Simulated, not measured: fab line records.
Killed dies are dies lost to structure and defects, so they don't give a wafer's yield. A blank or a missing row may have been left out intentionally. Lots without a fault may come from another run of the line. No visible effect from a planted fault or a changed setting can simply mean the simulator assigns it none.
2 desks, one fault | flow sky130 | each desk has only its own numbers; what lay behind them comes last

FROM THE METROLOGY DESK
What the gauges read for every lot (on any tool): the sampled wafers with a number, averaged. Marked OUT: a lot whose mean sits more than 4 standard deviations from the usual mean, which makes it out of limits; the brackets give that distance.
Columns: A = LDD_LDN_OVL at SKY_LDD_LDN_OVL_MEAS_07, usual 0.5 nm; B = LI_CONTACT_HDPCVD_THK at SKY_LI_CONTACT_THK_MEAS_01, usual 923 nm
lot  | first seen here | A    | B
L601 | day 22 10:02    | -1.1 | 933
L602 | day 22 19:04    | -0.1 | 936
L603 | day 23 16:08    | 2.5  | 953
L605 | day 24 06:02    | 0.2  | 911
L606 | day 24 19:59    | 0.0  | 933
L607 | day 25 01:11    | -0.2 | 920
L614 | day 27 08:26    | 1.5  | 1115 (+16) OUT
L613 | day 27 08:38    | 0.6  | 1120 (+16) OUT
L618 | day 30 03:07    | 3.9  | 915
L619 | day 30 03:17    | 0.9  | 914
L621 | day 30 11:56    | 0.3  | 903
This desk's result: L613, L614 out of limits, first on L614 (LI_CONTACT_HDPCVD_THK at SKY_LI_CONTACT_THK_MEAS_01), day 32 00:43. L601, L602, L603, L605, L606, L607, L618, L619, L621: within limits.

THE TOOL OWNER'S DESK: hdpcvd-01
The tool's own readings at SKY_LI_CONTACT_HDPCVD_00 (deposits PSG, target thk 930 nm, time 155 s): means of the sampled wafers that have a number, for each lot that ran on this tool. Marked OUT: a lot whose mean sits more than 4 standard deviations from the usual mean, which makes it out of limits; the brackets give that distance.
Columns: A = sih4 flow sccm at SKY_LI_CONTACT_HDPCVD_00, usual 60.00 sccm
lot  | first seen here | A
L601 | day 27 11:47    | 60.20
L602 | day 27 18:21    | 59.87
L603 | day 28 14:18    | 59.71
L606 | day 29 16:39    | 59.99
L614 | day 32 00:36    | 72.00 (+60) OUT
L613 | day 32 07:12    | 71.84 (+59) OUT
This desk's verdict: out of limits on L613, L614, starting with L614 at day 32 00:36 (sih4 flow sccm at SKY_LI_CONTACT_HDPCVD_00). L601, L602, L603, L606: within limits.

BROUGHT TOGETHER
An alarm could have come from the tool owner's desk at day 32 00:36, on L613, L614.
On L613, L614, the metrology desk was in a position to raise an alarm at day 32 00:43.
Of the lots named, all ran SKY_LI_CONTACT_HDPCVD_00 on hdpcvd-01.

WHAT HAD BEEN PUT IN BY THE SIMULATOR
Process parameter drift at SKY_LI_CONTACT_HDPCVD_00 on hdpcvd-01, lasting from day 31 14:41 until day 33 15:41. The setting sih4 flow sccm was moved by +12, starting from 60. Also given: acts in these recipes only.
Struck lots among those shown: L613, L614.
Hours from the fault's start to each desk's first reading out of limits: the tool owner's desk, 10; the metrology desk, 10.
